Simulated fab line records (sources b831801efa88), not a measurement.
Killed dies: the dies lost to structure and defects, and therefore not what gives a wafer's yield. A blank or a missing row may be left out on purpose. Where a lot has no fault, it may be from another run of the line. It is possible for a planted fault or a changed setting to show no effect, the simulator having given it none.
Comparing a struck lot with a sound one    flow sky130    15 out of 708 route steps
Sound: these wafers, L132.1, L132.3, L132.6. Wafers L141.1, L141.5, L141.6 were the ones struck. At the end, the cause is stated.
At each step with rows: each side's tool, then ch and its chambers, then its first start. Under that, the readings that differ: sound wafers    struck wafers    difference of the means    sigmas: that difference in standard deviations of wafers without a fault.
alike: readings whose means differ by less than 2 such deviations, and words and numbers that are the same on both sides. not compared: withheld readings, readings that some wafer has no value for, bounds like >300 that may hide the same value, and numbers for which the record gives no deviation and whose values overlap.
A row with sigmas, a row that says differs or no value, or rows on one side alone: a step with any of these is where the two part. Numbers that have no deviation but don't overlap get no sigmas and don't part them. A reading that every wafer of one side lacks parts them only if that side has two wafers or more.

SKY_CAP2M_THK_MEAS_01:
  sound: film metro-04 at day 40 08:32; struck: film metro-02 at day 43 06:44
  alike: CAP2M_CVD_00_THK
SKY_CAP2M_SPUTTER_02: material TiN, target thk 200 nm, time 166.7 s.
  sound: pvd sputter-01 at day 40 08:35; struck: pvd sputter-03 at day 43 06:47
  alike: throttle valve pct
SKY_CAP2M_RS_MEAS_03: uses a four-point probe to measure.
  sound: film metro-02 at day 40 08:42; struck: film metro-04 at day 43 06:54
  alike: CAP2M_TIN_RS
SKY_CAP2M_THK_MEAS_04: measures by xrf.
  sound: film metro-02 at day 40 08:49; struck: film metro-04 at day 43 07:01
  alike: CAP2M_TIN_THK
then, 7 steps without rows for these wafers: SKY_CAP2M_DEHYDRATE_05 (time 60 s); SKY_CAP2M_HMDS_06 (prime time 60 s); SKY_CAP2M_COAT_07 (resist thk 1140 nm); SKY_CAP2M_SOFTBAKE_08 (time 60 s); SKY_CAP2M_EXPOSE_09 (exposes mask CAP2M, target cd 1000 nm); SKY_CAP2M_PEB_10; SKY_CAP2M_DEVELOP_11 (develop time 60 s).
SKY_CAP2M_OVL_MEAS_12:
  sound: overlay-01 at day 41 08:12; struck: overlay-01 at day 44 05:33
  alike: CAP2M_OVL
SKY_CAP2M_METAL_ETCH_13: etches TiN in Cl2/BCl3, stops on SiO2, target depth 220 nm, time 62.9 s.
  sound on rie metal-04 ch 1, day 41 08:14; struck on rie metal-04 ch 0,1, day 44 05:35
  no value came back on the struck wafers for any of 6 readings (bcl3 flow sccm (sccm), bias w (W) and others); on the sound wafers bcl3 flow sccm (sccm) reads 30.07 29.96 29.71
reading                                     sound            struck          difference  sigmas
model.NOVOLAK_of_CAP2M_COAT_07.thk nm (nm)  992 992.9 992.2  1144 1140 1143  +150        
  not compared: rf hours counter h
SKY_CAP2M_STRIP_14: strips in O2/N2.
  sound on plasma asher-02 ch 0,1, day 41 08:19; struck on plasma asher-02 ch 0,1, day 44 05:40
reading                         sound                 struck                difference  sigmas
chamber pressure mTorr (mTorr)  1499.6 1499.1 1499.5  1503.2 1503.1 1500.4  +2.8        +2
oes product au (a.u.)           0.705 0.706 0.710     0.711 0.723 0.718     +0.010      +2
strip time to endpoint s (s)    12.66 12.66 12.63     14.24 14.18 14.21     +1.56       +38
  alike: drypump motor current A
  not compared: rf hours counter h
then, 1 step without rows for these wafers: SKY_CAP2M_STRIP_15 (strips in post etch residue remover, time 1200 s).

WHERE THEY PART
At SKY_CAP2M_METAL_ETCH_13 first; at SKY_CAP2M_STRIP_14 last (within this record only).

WHY: what had been put in by the simulator
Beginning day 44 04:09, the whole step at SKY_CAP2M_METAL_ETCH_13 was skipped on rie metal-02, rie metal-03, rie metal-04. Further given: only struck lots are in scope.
